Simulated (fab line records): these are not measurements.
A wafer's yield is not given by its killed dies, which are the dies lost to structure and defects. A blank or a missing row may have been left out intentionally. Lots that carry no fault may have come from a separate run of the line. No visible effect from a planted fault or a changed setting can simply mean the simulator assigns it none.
What tool caused it?	flow sfqLine	42 wafers from 14 lots sampled at 3 of the route's 325 steps

WHAT THE GAUGES READ, wafer by wafer
No reading from a measuring or inspecting step in the record can be judged against a usual standard deviation.

WHICH TOOL RAN EACH LOT (tool, then ch and the chambers of the sampled wafers, then the start)
lot	SFQ_TRILAYER_I1_CMP_CMP_046	SFQ_TRILAYER_I1_METRO_MEASURE_047	SFQ_TRILAYER_I1_VIA_ETCH_VIA_ETCH_052
L275	cmp-02 ch 1,2, day 18 16:37	filmMetro-02, day 18 19:56	rieDiel-03 ch 0,2,3, day 25 19:45
L276	cmp-02 ch 1,2,3, day 18 23:43	filmMetro-02, day 19 01:50	rieDiel-02 ch 2,3, day 26 00:33
L277	cmp-02 ch 0,1,2, day 19 06:25	filmMetro-03, day 19 09:02	rieDiel-03 ch 1,3, day 26 07:45
L278	cmp-02 ch 0,1, day 19 16:43	filmMetro-03, day 19 20:02	rieDiel-04 ch 1,2, day 26 16:09
L280	cmp-02 ch 0,1,2, day 21 15:13	filmMetro-03, day 21 18:02	rieDiel-03 ch 1,3, day 28 13:48
L281	cmp-01 ch 0,1,3, day 21 19:28	filmMetro-02, day 21 22:47	rieDiel-04 ch 0,1,3, day 28 17:24
L282	cmp-02 ch 0,1, day 22 05:41	filmMetro-02, day 22 08:48	rieDiel-04 ch 0,1,2, day 29 05:24
L287	cmp-02 ch 1,2,3, day 24 05:56	filmMetro-01, day 24 08:04	rieDiel-03 ch 0,1,3, day 30 22:19
L288	cmp-02 ch 0,1, day 24 13:23	filmMetro-01, day 24 16:54	rieDiel-04 ch 1,2,3, day 31 05:31
L292	cmp-01 ch 0,2,3, day 32 01:43	filmMetro-02, day 32 04:50	rieDiel-02 ch 1,2,3, day 32 08:22
L295	cmp-02 ch 0,1,3, day 34 19:16	filmMetro-03, day 34 21:05	rieDiel-04 ch 1,2, day 35 00:25
L296	cmp-01 ch 1,2,3, day 34 21:04	filmMetro-03, day 35 00:23	rieDiel-03 ch 0,2,3, day 35 04:19
L297	cmp-02 ch 1,2,3, day 35 09:16	filmMetro-01, day 35 11:53	rieDiel-02 ch 1,2,3, day 35 15:25
L298	cmp-02 ch 1,3, day 35 20:46	filmMetro-02, day 36 00:17	rieDiel-02 ch 0,3, day 36 04:17
- SFQ_TRILAYER_I1_CMP_CMP_046: polishes SiO2.
- SFQ_TRILAYER_I1_METRO_MEASURE_047
- SFQ_TRILAYER_I1_VIA_ETCH_VIA_ETCH_052: etches SiO2 in CHF3, stops on Nb, target depth 260 nm.

WHAT THE TOOLS THEMSELVES READ (means of the sampled wafers that have a number; where no wafer has one, the mark that the record gives instead)
SFQ_TRILAYER_I1_CMP_CMP_046. Usual: motorCurrentA 10.5 A, standard deviation 0.77; slurryFilterDpKPa 13.50 kPa, standard deviation 0.13; timeToEndpointS 219 s, standard deviation 9.4.
lot	tool	motorCurrentA (A)	slurryFilterDpKPa (kPa)	timeToEndpointS (s)	flag
L275	cmp-02	11.1	13.44	213	
L276	cmp-02	10.8	13.49	215	
L277	cmp-02	10.9	13.49	225	
L278	cmp-02	10.8	13.55	222	
L280	cmp-02	10.8	13.59	206	
L281	cmp-01	9.4	13.62	219	
L282	cmp-02	10.5	13.59	224	
L287	cmp-02	10.5	13.50	212	
L288	cmp-02	10.5	13.59	228	
L292	cmp-01	9.9	13.49	217	
L295	cmp-02	10.6	13.57	221	
L296	cmp-01	9.5	13.50	227	
L297	cmp-02	10.9	13.47	228	
L298	cmp-02	10.5	13.58	222	

SFQ_TRILAYER_I1_METRO_MEASURE_047. Usual: thkNm at 200.2 nm, with a standard deviation of 1.3.
lot	tool	thkNm (nm)	flag
L275	filmMetro-02	198.9	
L276	filmMetro-02	199.0	
L277	filmMetro-03	199.8	
L278	filmMetro-03	200.4	
L280	filmMetro-03	200.8	
L281	filmMetro-02	200.3	
L282	filmMetro-02	199.8	
L287	filmMetro-01	209.7	OFF
L288	filmMetro-01	211.5	OFF
L292	filmMetro-02	199.1	
L295	filmMetro-03	200.6	
L296	filmMetro-03	200.8	
L297	filmMetro-01	201.7	
L298	filmMetro-02	201.3	

SFQ_TRILAYER_I1_VIA_ETCH_VIA_ETCH_052. Usual: drypumpMotorCurrentA 5.5 A, standard deviation 0.42; oesProductAu 0.855 a.u., standard deviation 0.006.
lot	tool	drypumpMotorCurrentA (A)	oesProductAu (a.u.)	flag
L275	rieDiel-03	5.5	0.851	
L276	rieDiel-02	5.5	0.850	
L277	rieDiel-03	5.8	0.856	
L278	rieDiel-04	5.1	0.858	
L280	rieDiel-03	5.6	0.857	
L281	rieDiel-04	5.6	0.855	
L282	rieDiel-04	5.2	0.852	
L287	rieDiel-03	5.7	0.880	OFF
L288	rieDiel-04	5.6	0.881	OFF
L292	rieDiel-02	5.6	0.848	
L295	rieDiel-04	5.4	0.857	
L296	rieDiel-03	5.5	0.858	
L297	rieDiel-02	5.6	0.858	
L298	rieDiel-02	5.2	0.861	

THE ANSWER, worked out from the rows above alone
Rule: a lot counts as off when the mean over its wafers that have a number is more than 3 standard deviations away from the usual mean. Also off: a lot with no number at a reading for which 4 or more lots have one. Where the step has rows for the other lots, those lots are counted as sound. After the gauges, taken in route order, come the tools' own readings; for these a lot's mean is taken, as printed above. At the first step where some lot is off, the reading lying furthest off is the one used; lots without a number count as furthest.
Off: L287, L288, at SFQ_TRILAYER_I1_METRO_MEASURE_047 (thkNm).
If a tool, at that step or one of the process steps before it, ran each lot that is off and ran no sound lot following the first of them, it fits. No candidate that was tried fits.

WHAT THE SIMULATOR PUT IN
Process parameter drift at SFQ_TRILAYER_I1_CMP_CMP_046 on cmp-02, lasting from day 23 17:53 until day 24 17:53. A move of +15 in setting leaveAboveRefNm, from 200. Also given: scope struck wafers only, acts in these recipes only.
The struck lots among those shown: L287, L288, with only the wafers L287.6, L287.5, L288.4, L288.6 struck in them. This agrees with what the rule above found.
